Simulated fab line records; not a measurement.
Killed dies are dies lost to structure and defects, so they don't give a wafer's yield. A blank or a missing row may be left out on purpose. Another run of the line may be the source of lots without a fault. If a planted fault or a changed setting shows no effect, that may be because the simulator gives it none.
Matching of chambers | flow sky130 | pecvd-01 running SKY_CONTACT_CVD_00: 3 sister chambers
The step deposits Si3N4, target thk 75 nm. 6 wafers are shown with their chamber, then 10 later ones without.

== WAFERS PAIRED WITH THEIR CHAMBERS ==
wafer  | chamber | heaterPowerW (W)
L082.2 | 2       | 663
L082.4 | 2       | 667
L084.1 | 1       | 643
L084.5 | 1       | 643
L085.2 | 0       | 605
L085.4 | 0       | 609

== WAFERS WITHOUT THEIR CHAMBER ==
wafer  | heaterPowerW (W)
L085.5 | 655
L086.2 | 544
L086.3 | 743
L086.6 | 692
L088.1 | 612
L088.2 | 696
L088.3 | 649
L094.1 | 700
L094.4 | 709
L094.5 | 707

== WHICH CHAMBER EACH WENT THROUGH ==
wafer  | from the rows above     | in truth
L085.5 | can't be placed: 2 or 1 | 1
L086.2 | 0                       | 0
L086.3 | 2                       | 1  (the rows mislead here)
L086.6 | 2                       | 2
L088.1 | 0                       | 0
L088.2 | 2                       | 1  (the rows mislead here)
L088.3 | 1                       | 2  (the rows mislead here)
L094.1 | 2                       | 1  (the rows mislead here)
L094.4 | 2                       | 2
L094.5 | 2                       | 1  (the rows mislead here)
4 of 10 placed correctly. Cannot be placed on the basis of these rows: 1; the candidates contain the true chamber in 1. 5 placed wrongly.
How it was worked out, from the rows above alone: a wafer's distance from a chamber is the root of the sum, over the readings, of the square of ((its reading less the chamber's mean) divided by the reading's scatter). The wafer belongs to the nearest chamber; if the next one is less than 2 further off, it can't be placed. For every chamber, the mean is computed from those of its wafers that are shown. How the scatter is found: for the shown wafers, subtract from each reading the mean of its chamber, square and add these, divide the total by (wafers less chambers), then take the root.
